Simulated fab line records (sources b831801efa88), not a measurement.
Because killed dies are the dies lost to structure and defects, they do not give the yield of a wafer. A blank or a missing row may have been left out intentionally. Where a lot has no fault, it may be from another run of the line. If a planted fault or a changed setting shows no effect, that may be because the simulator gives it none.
Which tool was responsible? | flow gf180mcu | 36 wafers from 12 lots sampled at 2 of the route's 602 steps

== WHAT THE GAUGES READ, wafer by wafer ==
GF_M4_THK_MEAS_06: measures by xrf.
lot  | measured     | on            | M4_ALCU_THK (nm)
L382 | day 22 07:54 | film metro-01 | 444 450 448
L385 | day 24 08:21 | film metro-01 | 451 451 450
L387 | day 24 12:56 | film metro-01 | 459 451 450
L390 | day 25 15:52 | film metro-02 | 454 453 453
L391 | day 26 07:42 | film metro-02 | 454 457 457
L394 | day 26 13:09 | film metro-02 | 458 461 456
L395 | day 27 06:29 | film metro-01 | 446 445 448
L399 | day 29 00:16 | film metro-01 | 443 444 448
L401 | day 29 01:26 | film metro-02 | 455 454 455
L402 | day 29 04:59 | film metro-03 | 451 449 449
L404 | day 29 07:39 | film metro-02 | 456 457 455
L405 | day 30 01:11 | film metro-03 | 448 445 444

== EACH LOT AND THE TOOL THAT RAN IT (in order: tool; ch and the chambers of the sampled wafers; start) ==
lot  | GF_M4_SPUTTER_02
L382 | pvd sputter-04, day 22 07:40
L385 | pvd sputter-02, day 24 08:08
L387 | pvd sputter-02, day 24 12:43
L390 | pvd sputter-02, day 25 15:38
L391 | pvd sputter-02, day 26 07:29
L394 | pvd sputter-03, day 26 12:56
L395 | pvd sputter-04, day 27 06:15
L399 | pvd sputter-04, day 29 00:03
L401 | pvd sputter-04, day 29 01:14
L402 | pvd sputter-03, day 29 04:44
L404 | pvd sputter-04, day 29 07:26
L405 | pvd sputter-03, day 30 00:58
- GF_M4_SPUTTER_02: material AlCu, target thk 450 nm, time 23.9 s.

== WHAT THE TOOLS THEMSELVES READ (means of the sampled wafers that have a number; where no wafer has one, the mark that the record gives instead) ==
GF_M4_SPUTTER_02.
lot  | tool           | throttle valve pct (%)
L382 | pvd sputter-04 | 30.4
L385 | pvd sputter-02 | 29.6
L387 | pvd sputter-02 | 30.8
L390 | pvd sputter-02 | 29.3
L391 | pvd sputter-02 | 31.1
L394 | pvd sputter-03 | 29.3
L395 | pvd sputter-04 | 30.2
L399 | pvd sputter-04 | 30.2
L401 | pvd sputter-04 | 30.4
L402 | pvd sputter-03 | 30.2
L404 | pvd sputter-04 | 30.2
L405 | pvd sputter-03 | 29.3

== THE ANSWER, worked out from the rows above alone ==
Rule: the lots themselves supply what counts as usual. Put in order of their means at a reading, lots are off if they are a third of the lots or fewer, leave a main group of 4 or more, and stand apart from it by a gap of 3 or more times the standard deviation of the main group's means; of several such gaps the widest counts. A main group is skipped when, at the precision printed for the reading in the tables above, its means are all equal. A lot without any number at a reading at which 4 lots or more have one is off too. The other lots that the step has rows for count as sound. The gauges are gone through in route order, then the tools' own readings, and for those a lot's mean is taken as printed above. The first step at which some lot is off is used, and at that step the reading that is off furthest; a lot without a number counts as furthest.
No lot is off on any of the readings shown, so nothing can be concluded from this.

== WHAT THE SIMULATOR PUT IN ==
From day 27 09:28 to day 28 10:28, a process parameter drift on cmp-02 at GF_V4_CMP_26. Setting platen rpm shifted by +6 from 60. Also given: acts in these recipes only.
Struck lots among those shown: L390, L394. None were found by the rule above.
